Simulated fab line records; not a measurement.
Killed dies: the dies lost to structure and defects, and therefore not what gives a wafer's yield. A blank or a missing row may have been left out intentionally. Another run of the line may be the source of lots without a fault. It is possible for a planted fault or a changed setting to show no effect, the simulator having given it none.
fab line records / flow sky130
record lots=14 wafers=42 last_day=50
route steps=708 shown VT_ADJUST_NCORE@127 SONOS_TUNNEL@159 POLY_GATE@227 LDD_P@266
lots that met no fault: taken from a fault-free run of the same line
start_h: hours from the record's opening day to when the first of the lot's shown wafers began / wait_h: hours from the lot's prior step to this one / " the same as in the row above / L1.1+2: a single row standing in for several wafers / - either no value or no given start / * or withheld: withheld / < > ~ a bound
route shown NAME@n: NAME is a module with steps in the file, n the number in the route of the first one / usual: the fault-free wafers' mean and standard deviation / same: alike in all rows / chamber/n: place in a boat / sites: each site's reading / _std_site: the standard deviation of these / _edge_site: mean of outer sites minus mean of inner sites / radius_mm: how far each site lies from the wafer's centre / mask NAME#n: copy n / behind: tool/chamber where the wafer was last shaped / hold: why the lot went on hold/how many hours it stayed there/how the hold came to an end / device: names the non-switching transistor (n, p or np) / end of line: tests of these same wafers at the route's end / a step given without rows: its recipe and nothing more / killed: dies that structure and defects cost at the first sort, which is not the same as the wafer's yield / map: shows each die of a wafer: x if killed, . if not, _ if none is there
set.NAME: the setting as run; set.NAME@STEP: as run at that earlier step / model.NAME: the simulator's own value behind a step, which no gauge read
route steps across a sampled set of lots; one table per step, one row per wafer
services: the hour from which a tool's chamber was out of use, counted from the record's first day as start_h (under 0 if before that day), plus the number of hours and why
## steps
# step SKY_VT_ADJUST_NCORE_OVL_MEAS_08
# usual VT_ADJUST_NCORE_OVL=0.3/1.1
lot.wafer=L386.2 tool=overlay-02 chamber=- start_h=179.64 wait_h=0.1 VT_ADJUST_NCORE_OVL[nm]=1.3
lot.wafer=L386.3 tool=overlay-02 chamber=- start_h=179.64 wait_h=0.1 VT_ADJUST_NCORE_OVL[nm]=1.5
lot.wafer=L386.4 tool=overlay-02 chamber=- start_h=179.64 wait_h=0.1 VT_ADJUST_NCORE_OVL[nm]=0.3
lot.wafer=L387.3 tool=overlay-02 chamber=- start_h=188.29 wait_h=0.1 VT_ADJUST_NCORE_OVL[nm]=0.8
lot.wafer=L387.5 tool=overlay-02 chamber=- start_h=188.29 wait_h=0.1 VT_ADJUST_NCORE_OVL[nm]=-0.1
lot.wafer=L387.6 tool=overlay-02 chamber=- start_h=188.29 wait_h=0.1 VT_ADJUST_NCORE_OVL[nm]=0.4
lot.wafer=L390.1 tool=overlay-02 chamber=- start_h=213.24 wait_h=0.1 VT_ADJUST_NCORE_OVL[nm]=0.2
lot.wafer=L390.4 tool=overlay-02 chamber=- start_h=213.24 wait_h=0.1 VT_ADJUST_NCORE_OVL[nm]=1.4
lot.wafer=L390.6 tool=overlay-02 chamber=- start_h=213.24 wait_h=0.1 VT_ADJUST_NCORE_OVL[nm]=-0.3
lot.wafer=L392.2 tool=overlay-01 chamber=- start_h=227.87 wait_h=0.1 VT_ADJUST_NCORE_OVL[nm]=-1.3
lot.wafer=L392.3 tool=overlay-01 chamber=- start_h=227.87 wait_h=0.1 VT_ADJUST_NCORE_OVL[nm]=1.6
lot.wafer=L392.4 tool=overlay-01 chamber=- start_h=227.87 wait_h=0.1 VT_ADJUST_NCORE_OVL[nm]=-1.6
lot.wafer=L393.3 tool=overlay-02 chamber=- start_h=234.89 wait_h=0.1 VT_ADJUST_NCORE_OVL[nm]=-0.6
lot.wafer=L393.4 tool=overlay-02 chamber=- start_h=234.89 wait_h=0.1 VT_ADJUST_NCORE_OVL[nm]=1.1
lot.wafer=L393.6 tool=overlay-02 chamber=- start_h=234.89 wait_h=0.1 VT_ADJUST_NCORE_OVL[nm]=0.6
lot.wafer=L394.2 tool=overlay-02 chamber=- start_h=242.98 wait_h=0.1 VT_ADJUST_NCORE_OVL[nm]=0.4
lot.wafer=L394.4 tool=overlay-02 chamber=- start_h=242.98 wait_h=0.1 VT_ADJUST_NCORE_OVL[nm]=-0.1
lot.wafer=L394.5 tool=overlay-02 chamber=- start_h=242.98 wait_h=0.1 VT_ADJUST_NCORE_OVL[nm]=0.8
lot.wafer=L395.4 tool=overlay-02 chamber=- start_h=247.40 wait_h=0.1 VT_ADJUST_NCORE_OVL[nm]=0.5
lot.wafer=L395.5 tool=overlay-02 chamber=- start_h=247.40 wait_h=0.1 VT_ADJUST_NCORE_OVL[nm]=0.4
lot.wafer=L395.6 tool=overlay-02 chamber=- start_h=247.40 wait_h=0.1 VT_ADJUST_NCORE_OVL[nm]=-0.3
lot.wafer=L397.1 tool=overlay-02 chamber=- start_h=259.83 wait_h=0.1 VT_ADJUST_NCORE_OVL[nm]=0.5
lot.wafer=L397.2 tool=overlay-02 chamber=- start_h=259.83 wait_h=0.1 VT_ADJUST_NCORE_OVL[nm]=1.7
lot.wafer=L397.6 tool=overlay-02 chamber=- start_h=259.83 wait_h=0.1 VT_ADJUST_NCORE_OVL[nm]=2.1
lot.wafer=L398.3 tool=overlay-01 chamber=- start_h=267.09 wait_h=0.1 VT_ADJUST_NCORE_OVL[nm]=-0.4
lot.wafer=L398.4 tool=overlay-01 chamber=- start_h=267.09 wait_h=0.1 VT_ADJUST_NCORE_OVL[nm]=0.8
lot.wafer=L398.5 tool=overlay-01 chamber=- start_h=267.09 wait_h=0.1 VT_ADJUST_NCORE_OVL[nm]=0.4
lot.wafer=L402.1 tool=overlay-02 chamber=- start_h=294.98 wait_h=0.1 VT_ADJUST_NCORE_OVL[nm]=1.9
lot.wafer=L402.4 tool=overlay-02 chamber=- start_h=294.98 wait_h=0.1 VT_ADJUST_NCORE_OVL[nm]=0.5
lot.wafer=L402.5 tool=overlay-02 chamber=- start_h=294.98 wait_h=0.1 VT_ADJUST_NCORE_OVL[nm]=1.5
lot.wafer=L403.2 tool=overlay-01 chamber=- start_h=302.03 wait_h=0.1 VT_ADJUST_NCORE_OVL[nm]=-1.1
lot.wafer=L403.5 tool=overlay-01 chamber=- start_h=302.03 wait_h=0.1 VT_ADJUST_NCORE_OVL[nm]=-0.7
lot.wafer=L403.6 tool=overlay-01 chamber=- start_h=302.03 wait_h=0.1 VT_ADJUST_NCORE_OVL[nm]=-2.0
lot.wafer=L404.1 tool=overlay-02 chamber=- start_h=311.38 wait_h=0.1 VT_ADJUST_NCORE_OVL[nm]=-1.2
lot.wafer=L404.4 tool=overlay-02 chamber=- start_h=311.38 wait_h=0.1 VT_ADJUST_NCORE_OVL[nm]=1.7
lot.wafer=L404.6 tool=overlay-02 chamber=- start_h=311.38 wait_h=0.1 VT_ADJUST_NCORE_OVL[nm]=1.0
lot.wafer=L407.1 tool=overlay-02 chamber=- start_h=327.64 wait_h=0.1 VT_ADJUST_NCORE_OVL[nm]=0.5
lot.wafer=L407.2 tool=overlay-02 chamber=- start_h=327.64 wait_h=0.1 VT_ADJUST_NCORE_OVL[nm]=-1.2
lot.wafer=L407.3 tool=overlay-02 chamber=- start_h=327.64 wait_h=0.1 VT_ADJUST_NCORE_OVL[nm]=0.7
lot.wafer=L409.1 tool=overlay-02 chamber=- start_h=345.99 wait_h=0.1 VT_ADJUST_NCORE_OVL[nm]=-2.7
lot.wafer=L409.3 tool=overlay-02 chamber=- start_h=345.99 wait_h=0.1 VT_ADJUST_NCORE_OVL[nm]=1.0
lot.wafer=L409.4 tool=overlay-02 chamber=- start_h=345.99 wait_h=0.1 VT_ADJUST_NCORE_OVL[nm]=-0.3
# step SKY_SONOS_TUNNEL_PEB_05
# recipe temp_c=withheld time_s=* resist=NOVOLAK
# usual chill_plate_temp_C=* exhaust_pa=45.1/0.88
lot.wafer=L386.2 tool=litho_track-03 chamber=0 start_h=245.53 wait_h=- chill_plate_temp_C=* exhaust_pa=45.6
lot.wafer=L386.3 tool=litho_track-03 chamber=0 start_h=245.53 wait_h=- chill_plate_temp_C=* exhaust_pa=44.9
lot.wafer=L386.4 tool=litho_track-03 chamber=0 start_h=245.53 wait_h=- chill_plate_temp_C=* exhaust_pa=45.8
lot.wafer=L387.3 tool=litho_track-03 chamber=0 start_h=254.61 wait_h=- chill_plate_temp_C=* exhaust_pa=45.1
lot.wafer=L387.5 tool=litho_track-03 chamber=0 start_h=254.61 wait_h=- chill_plate_temp_C=* exhaust_pa=45.4
lot.wafer=L387.6 tool=litho_track-03 chamber=0 start_h=254.61 wait_h=- chill_plate_temp_C=* exhaust_pa=46.4
lot.wafer=L390.1 tool=litho_track-02 chamber=0 start_h=283.38 wait_h=- chill_plate_temp_C=* exhaust_pa=46.4
lot.wafer=L390.4 tool=litho_track-02 chamber=0 start_h=283.38 wait_h=- chill_plate_temp_C=* exhaust_pa=45.6
lot.wafer=L390.6 tool=litho_track-02 chamber=0 start_h=283.38 wait_h=- chill_plate_temp_C=* exhaust_pa=45.3
lot.wafer=L392.2 tool=litho_track-04 chamber=0 start_h=297.73 wait_h=- chill_plate_temp_C=* exhaust_pa=44.4
lot.wafer=L392.3 tool=litho_track-04 chamber=0 start_h=297.73 wait_h=- chill_plate_temp_C=* exhaust_pa=45.3
lot.wafer=L392.4 tool=litho_track-04 chamber=0 start_h=297.73 wait_h=- chill_plate_temp_C=* exhaust_pa=47.1
lot.wafer=L393.3 tool=litho_track-02 chamber=0 start_h=306.18 wait_h=- chill_plate_temp_C=* exhaust_pa=45.4
lot.wafer=L393.4 tool=litho_track-02 chamber=0 start_h=306.18 wait_h=- chill_plate_temp_C=* exhaust_pa=45.4
lot.wafer=L393.6 tool=litho_track-02 chamber=0 start_h=306.18 wait_h=- chill_plate_temp_C=* exhaust_pa=45.7
lot.wafer=L394.2 tool=litho_track-03 chamber=0 start_h=313.68 wait_h=- chill_plate_temp_C=* exhaust_pa=43.4
lot.wafer=L394.4 tool=litho_track-03 chamber=0 start_h=313.68 wait_h=- chill_plate_temp_C=* exhaust_pa=43.9
lot.wafer=L394.5 tool=litho_track-03 chamber=0 start_h=313.68 wait_h=- chill_plate_temp_C=* exhaust_pa=45.6
lot.wafer=L395.4 tool=litho_track-03 chamber=0 start_h=320.38 wait_h=- chill_plate_temp_C=* exhaust_pa=45.3
lot.wafer=L395.5 tool=litho_track-03 chamber=0 start_h=320.38 wait_h=- chill_plate_temp_C=* exhaust_pa=45.7
lot.wafer=L395.6 tool=litho_track-03 chamber=0 start_h=320.38 wait_h=- chill_plate_temp_C=* exhaust_pa=45.2
lot.wafer=L397.1 tool=litho_track-04 chamber=0 start_h=334.16 wait_h=- chill_plate_temp_C=* exhaust_pa=44.4
lot.wafer=L397.2 tool=litho_track-04 chamber=0 start_h=334.16 wait_h=- chill_plate_temp_C=* exhaust_pa=45.7
lot.wafer=L397.6 tool=litho_track-04 chamber=0 start_h=334.16 wait_h=- chill_plate_temp_C=* exhaust_pa=45.5
lot.wafer=L398.3 tool=litho_track-02 chamber=0 start_h=341.18 wait_h=- chill_plate_temp_C=* exhaust_pa=43.6
lot.wafer=L398.4 tool=litho_track-02 chamber=0 start_h=341.18 wait_h=- chill_plate_temp_C=* exhaust_pa=44.2
lot.wafer=L398.5 tool=litho_track-02 chamber=0 start_h=341.18 wait_h=- chill_plate_temp_C=* exhaust_pa=45.0
lot.wafer=L402.1 tool=litho_track-04 chamber=0 start_h=372.51 wait_h=- chill_plate_temp_C=* exhaust_pa=45.3
lot.wafer=L402.4 tool=litho_track-04 chamber=0 start_h=372.51 wait_h=- chill_plate_temp_C=* exhaust_pa=44.0
lot.wafer=L402.5 tool=litho_track-04 chamber=0 start_h=372.51 wait_h=- chill_plate_temp_C=* exhaust_pa=43.2
lot.wafer=L403.2 tool=litho_track-03 chamber=- start_h=381.78 wait_h=- chill_plate_temp_C=- exhaust_pa=-
lot.wafer=L403.5 tool=litho_track-03 chamber=- start_h=381.78 wait_h=- chill_plate_temp_C=- exhaust_pa=-
lot.wafer=L403.6 tool=litho_track-03 chamber=- start_h=381.78 wait_h=- chill_plate_temp_C=- exhaust_pa=-
lot.wafer=L404.1 tool=litho_track-04 chamber=- start_h=390.51 wait_h=- chill_plate_temp_C=- exhaust_pa=-
lot.wafer=L404.4 tool=litho_track-04 chamber=- start_h=390.51 wait_h=- chill_plate_temp_C=- exhaust_pa=-
lot.wafer=L404.6 tool=litho_track-04 chamber=- start_h=390.51 wait_h=- chill_plate_temp_C=- exhaust_pa=-
lot.wafer=L407.1 tool=litho_track-02 chamber=0 start_h=406.23 wait_h=- chill_plate_temp_C=* exhaust_pa=44.6
lot.wafer=L407.2 tool=litho_track-02 chamber=0 start_h=406.23 wait_h=- chill_plate_temp_C=* exhaust_pa=45.0
lot.wafer=L407.3 tool=litho_track-02 chamber=0 start_h=406.23 wait_h=- chill_plate_temp_C=* exhaust_pa=45.0
lot.wafer=L409.1 tool=litho_track-03 chamber=0 start_h=431.06 wait_h=- chill_plate_temp_C=* exhaust_pa=44.9
lot.wafer=L409.3 tool=litho_track-03 chamber=0 start_h=431.06 wait_h=- chill_plate_temp_C=* exhaust_pa=44.1
lot.wafer=L409.4 tool=litho_track-03 chamber=0 start_h=431.06 wait_h=- chill_plate_temp_C=* exhaust_pa=44.2
# step SKY_POLY_GATE_CD_MEAS_13
# recipe target_cd_nm=150
# usual cd_nm=151.1/1.3
lot.wafer=L386.2 tool=cd_sem-01 chamber=- start_h=360.08 wait_h=- cd_nm=151.1
lot.wafer=L386.3 tool=cd_sem-01 chamber=- start_h=360.08 wait_h=- cd_nm=151.1
lot.wafer=L386.4 tool=cd_sem-01 chamber=- start_h=360.08 wait_h=- cd_nm=152.3
lot.wafer=L387.3 tool=cd_sem-01 chamber=- start_h=370.77 wait_h=- cd_nm=152.6
lot.wafer=L387.5 tool=cd_sem-01 chamber=- start_h=370.77 wait_h=- cd_nm=153.0
lot.wafer=L387.6 tool=cd_sem-01 chamber=- start_h=370.77 wait_h=- cd_nm=150.7
lot.wafer=L390.1 tool=cd_sem-01 chamber=- start_h=433.03 wait_h=- cd_nm=150.3
lot.wafer=L390.4 tool=cd_sem-01 chamber=- start_h=433.03 wait_h=- cd_nm=150.3
lot.wafer=L390.6 tool=cd_sem-01 chamber=- start_h=433.03 wait_h=- cd_nm=150.5
lot.wafer=L393.3 tool=cd_sem-01 chamber=- start_h=437.80 wait_h=- cd_nm=152.5
lot.wafer=L393.4 tool=cd_sem-01 chamber=- start_h=437.80 wait_h=- cd_nm=153.9
lot.wafer=L393.6 tool=cd_sem-01 chamber=- start_h=437.80 wait_h=- cd_nm=153.5
lot.wafer=L392.2 tool=cd_sem-02 chamber=- start_h=438.43 wait_h=- cd_nm=152.2
lot.wafer=L392.3 tool=cd_sem-02 chamber=- start_h=438.43 wait_h=- cd_nm=152.1
lot.wafer=L392.4 tool=cd_sem-02 chamber=- start_h=438.43 wait_h=- cd_nm=151.6
lot.wafer=L394.2 tool=cd_sem-02 chamber=- start_h=441.78 wait_h=- cd_nm=151.9
lot.wafer=L394.4 tool=cd_sem-02 chamber=- start_h=441.78 wait_h=- cd_nm=151.1
lot.wafer=L394.5 tool=cd_sem-02 chamber=- start_h=441.78 wait_h=- cd_nm=152.2
lot.wafer=L395.4 tool=cd_sem-01 chamber=- start_h=481.92 wait_h=- cd_nm=151.9
lot.wafer=L395.5 tool=cd_sem-01 chamber=- start_h=481.92 wait_h=- cd_nm=150.9
lot.wafer=L395.6 tool=cd_sem-01 chamber=- start_h=481.92 wait_h=- cd_nm=151.2
lot.wafer=L397.1 tool=cd_sem-01 chamber=- start_h=483.56 wait_h=- cd_nm=150.3
lot.wafer=L397.2 tool=cd_sem-01 chamber=- start_h=483.56 wait_h=- cd_nm=149.9
lot.wafer=L397.6 tool=cd_sem-01 chamber=- start_h=483.56 wait_h=- cd_nm=150.2
lot.wafer=L398.3 tool=cd_sem-01 chamber=- start_h=484.70 wait_h=- cd_nm=152.0
lot.wafer=L398.4 tool=cd_sem-01 chamber=- start_h=484.70 wait_h=- cd_nm=152.7
lot.wafer=L398.5 tool=cd_sem-01 chamber=- start_h=484.70 wait_h=- cd_nm=149.9
lot.wafer=L402.1 tool=cd_sem-01 chamber=- start_h=507.36 wait_h=- cd_nm=153.1
lot.wafer=L402.4 tool=cd_sem-01 chamber=- start_h=507.36 wait_h=- cd_nm=151.8
lot.wafer=L402.5 tool=cd_sem-01 chamber=- start_h=507.36 wait_h=- cd_nm=152.9
lot.wafer=L403.2 tool=cd_sem-01 chamber=- start_h=511.70 wait_h=- cd_nm=151.5
lot.wafer=L403.5 tool=cd_sem-01 chamber=- start_h=511.70 wait_h=- cd_nm=151.8
lot.wafer=L403.6 tool=cd_sem-01 chamber=- start_h=511.70 wait_h=- cd_nm=152.2
lot.wafer=L404.1 tool=cd_sem-01 chamber=- start_h=521.78 wait_h=- cd_nm=151.3
lot.wafer=L404.4 tool=cd_sem-01 chamber=- start_h=521.78 wait_h=- cd_nm=151.1
lot.wafer=L404.6 tool=cd_sem-01 chamber=- start_h=521.78 wait_h=- cd_nm=150.4
lot.wafer=L407.1 tool=cd_sem-02 chamber=- start_h=540.46 wait_h=- cd_nm=150.2
lot.wafer=L407.2 tool=cd_sem-02 chamber=- start_h=540.46 wait_h=- cd_nm=149.5
lot.wafer=L407.3 tool=cd_sem-02 chamber=- start_h=540.46 wait_h=- cd_nm=151.1
lot.wafer=L409.1 tool=cd_sem-01 chamber=- start_h=560.18 wait_h=- cd_nm=151.5
lot.wafer=L409.3 tool=cd_sem-01 chamber=- start_h=560.18 wait_h=- cd_nm=150.9
lot.wafer=L409.4 tool=cd_sem-01 chamber=- start_h=560.18 wait_h=- cd_nm=150.6
# step SKY_LDD_P_TW_MEAS_11
# usual LDD_P_TW=626.0/2.8
lot.wafer=L386.2 tool=film_metro-02 chamber=- start_h=430.88 wait_h=0.1 LDD_P_TW=624.2
lot.wafer=L386.3 tool=film_metro-02 chamber=- start_h=430.88 wait_h=0.1 LDD_P_TW=623.6
lot.wafer=L386.4 tool=film_metro-02 chamber=- start_h=430.88 wait_h=0.1 LDD_P_TW=624.1
lot.wafer=L387.3 tool=film_metro-01 chamber=- start_h=435.60 wait_h=0.1 LDD_P_TW=629.7
lot.wafer=L387.5 tool=film_metro-01 chamber=- start_h=435.60 wait_h=0.1 LDD_P_TW=630.1
lot.wafer=L387.6 tool=film_metro-01 chamber=- start_h=435.60 wait_h=0.1 LDD_P_TW=628.0
lot.wafer=L390.1 tool=film_metro-02 chamber=- start_h=492.72 wait_h=0.1 LDD_P_TW=625.7
lot.wafer=L390.4 tool=film_metro-02 chamber=- start_h=492.72 wait_h=0.1 LDD_P_TW=626.4
lot.wafer=L390.6 tool=film_metro-02 chamber=- start_h=492.72 wait_h=0.1 LDD_P_TW=627.0
lot.wafer=L393.3 tool=film_metro-02 chamber=- start_h=497.40 wait_h=0.1 LDD_P_TW=625.9
lot.wafer=L393.4 tool=film_metro-02 chamber=- start_h=497.40 wait_h=0.1 LDD_P_TW=625.1
lot.wafer=L393.6 tool=film_metro-02 chamber=- start_h=497.40 wait_h=0.1 LDD_P_TW=627.3
lot.wafer=L392.2 tool=film_metro-04 chamber=- start_h=498.23 wait_h=0.1 LDD_P_TW=628.6
lot.wafer=L392.3 tool=film_metro-04 chamber=- start_h=498.23 wait_h=0.1 LDD_P_TW=626.2
lot.wafer=L392.4 tool=film_metro-04 chamber=- start_h=498.23 wait_h=0.1 LDD_P_TW=625.2
lot.wafer=L394.2 tool=film_metro-01 chamber=- start_h=506.38 wait_h=0.1 LDD_P_TW=625.6
lot.wafer=L394.4 tool=film_metro-01 chamber=- start_h=506.38 wait_h=0.1 LDD_P_TW=621.6
lot.wafer=L394.5 tool=film_metro-01 chamber=- start_h=506.38 wait_h=0.1 LDD_P_TW=624.2
lot.wafer=L395.4 tool=film_metro-04 chamber=- start_h=545.64 wait_h=0.1 LDD_P_TW=627.9
lot.wafer=L395.5 tool=film_metro-04 chamber=- start_h=545.64 wait_h=0.1 LDD_P_TW=629.7
lot.wafer=L395.6 tool=film_metro-04 chamber=- start_h=545.64 wait_h=0.1 LDD_P_TW=626.9
lot.wafer=L398.3 tool=film_metro-01 chamber=- start_h=547.84 wait_h=0.1 LDD_P_TW=622.5
lot.wafer=L398.4 tool=film_metro-01 chamber=- start_h=547.84 wait_h=0.1 LDD_P_TW=622.3
lot.wafer=L398.5 tool=film_metro-01 chamber=- start_h=547.84 wait_h=0.1 LDD_P_TW=622.3
lot.wafer=L397.1 tool=film_metro-02 chamber=- start_h=548.36 wait_h=0.1 LDD_P_TW=621.9
lot.wafer=L397.2 tool=film_metro-02 chamber=- start_h=548.36 wait_h=0.1 LDD_P_TW=621.6
lot.wafer=L397.6 tool=film_metro-02 chamber=- start_h=548.36 wait_h=0.1 LDD_P_TW=623.9
lot.wafer=L402.1 tool=film_metro-02 chamber=- start_h=570.48 wait_h=0.1 LDD_P_TW=626.0
lot.wafer=L402.4 tool=film_metro-02 chamber=- start_h=570.48 wait_h=0.1 LDD_P_TW=626.3
lot.wafer=L402.5 tool=film_metro-02 chamber=- start_h=570.48 wait_h=0.1 LDD_P_TW=625.1
lot.wafer=L403.2 tool=film_metro-01 chamber=- start_h=574.77 wait_h=0.1 LDD_P_TW=625.8
lot.wafer=L403.5 tool=film_metro-01 chamber=- start_h=574.77 wait_h=0.1 LDD_P_TW=626.2
lot.wafer=L403.6 tool=film_metro-01 chamber=- start_h=574.77 wait_h=0.1 LDD_P_TW=626.3
lot.wafer=L404.1 tool=film_metro-01 chamber=- start_h=584.11 wait_h=0.1 LDD_P_TW=628.8
lot.wafer=L404.4 tool=film_metro-01 chamber=- start_h=584.11 wait_h=0.1 LDD_P_TW=625.3
lot.wafer=L404.6 tool=film_metro-01 chamber=- start_h=584.11 wait_h=0.1 LDD_P_TW=628.1
lot.wafer=L407.1 tool=film_metro-01 chamber=- start_h=601.91 wait_h=0.1 LDD_P_TW=623.3
lot.wafer=L407.2 tool=film_metro-01 chamber=- start_h=601.91 wait_h=0.1 LDD_P_TW=623.5
lot.wafer=L407.3 tool=film_metro-01 chamber=- start_h=601.91 wait_h=0.1 LDD_P_TW=623.7
lot.wafer=L409.1 tool=film_metro-01 chamber=- start_h=621.13 wait_h=0.1 LDD_P_TW=626.9
lot.wafer=L409.3 tool=film_metro-01 chamber=- start_h=621.13 wait_h=0.1 LDD_P_TW=625.6
lot.wafer=L409.4 tool=film_metro-01 chamber=- start_h=621.13 wait_h=0.1 LDD_P_TW=624.5
## services
tool=litho_track-02 chamber=- start_h=223.61 hours=- kind=consumable_replace:filter
## key
first_sign step=SKY_SONOS_TUNNEL_PEB_05 reading=tool_record direction=missing
effect none on later readings
met_at SKY_SONOS_TUNNEL_PEB_05
struck_lots L403,L404
sort_left_out L403.2,L403.5,L403.6,L404.1,L404.4,L404.6
tester_left_out L403,L404
not_acting_at SKY_VT_ADJUST_NCORE_OVL_MEAS_08,SKY_POLY_GATE_CD_MEAS_13,SKY_LDD_P_TW_MEAS_11
onset_between 372.51 381.78
fault kind=skipped_step_whole tool=litho_track-03,litho_track-04 chamber=- onset_h=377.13 steps=SKY_SONOS_TUNNEL_PEB_05 scope=struck_lots_only
# tester_left_out: of these lots the tester's yield and bins aren't shown, on N5 and GAA mostly nor the transistor test; their killed dies are dies lost to structure and defects alone, not to doping, threshold or leakage, so they don't give the yield
# sort_left_out: the simulated sort isn't trusted on such a fault, so these wafers' sort isn't shown, and their yield isn't known
